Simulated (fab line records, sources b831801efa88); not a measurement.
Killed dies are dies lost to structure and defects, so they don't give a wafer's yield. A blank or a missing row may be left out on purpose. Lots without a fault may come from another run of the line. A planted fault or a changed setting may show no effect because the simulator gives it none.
Chamber matching | flow gf180mcu | GF_V4_CMP_04 on cmp-01: 4 sister chambers
The step polishes SiO2. 16 wafers are shown with their chamber, then 8 later ones without.

WAFERS WITH THEIR CHAMBER
wafer  | chamber | motor_current_A (A) | time_to_endpoint_s (s)
L492.2 | 1       | 13.3                | 75
L492.5 | 1       | 13.1                | 83
L492.6 | 2       | 12.0                | 85
L495.1 | 3       | 14.0                | 82
L495.2 | 2       | 12.2                | 75
L495.6 | 3       | 14.5                | 83
L497.1 | 2       | 11.8                | 81
L497.2 | 1       | 12.6                | 79
L497.5 | 2       | 12.0                | 89
L502.2 | 0       | 11.4                | 80
L502.5 | 3       | 13.8                | 78
L502.6 | 0       | 11.9                | 85
L504.1 | 3       | 14.1                | 80
L504.4 | 1       | 12.5                | 83
L504.6 | 3       | 13.2                | 81
L509.2 | 3       | 13.7                | 82

SIGNATURES (means of the wafers above)
reading            | chamber 0 | chamber 1 | chamber 2 | chamber 3 | scatter within a chamber
motor_current_A    | 11.650    | 12.875    | 12.000    | 13.883    | 0.365
time_to_endpoint_s | 82.50     | 80.00     | 82.50     | 81.00     | 3.87
Rule: a wafer's distance from a chamber is the root of the sum, over the readings, of the square of ((its reading less the chamber's mean) divided by the reading's scatter). The wafer belongs to the nearest chamber; if the next one is less than 2 further off, it can't be placed. The scatter: the root of (the sum of the squares of (reading less its chamber's mean) over the shown wafers, divided by (wafers less chambers)).

WAFERS WITHOUT THEIR CHAMBER
wafer  | motor_current_A (A) | time_to_endpoint_s (s)
L509.3 | 10.8                | 77
L509.4 | 11.9                | 88
L511.1 | 11.4                | 78
L511.3 | 13.1                | 75
L511.4 | 11.5                | 80
L513.1 | 14.1                | 81
L513.2 | 11.2                | 76
L513.6 | 12.0                | 80

WHICH CHAMBER EACH WENT THROUGH
wafer  | from the rows above          | in truth
L509.3 | can't be placed: 0 or 2      | 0
L509.4 | can't be placed: 2 or 0 or 1 | 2
L511.1 | can't be placed: 0 or 2      | 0
L511.3 | can't be placed: 1 or 3      | 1
L511.4 | can't be placed: 0 or 2      | 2
L513.1 | 3                            | 3
L513.2 | can't be placed: 0 or 2      | 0
L513.6 | can't be placed: 2 or 0 or 1 | 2
Placed correctly: 1 of 8. Can't be placed from these rows: 7 (the true chamber is among the candidates in 7). Placed wrongly: 0.
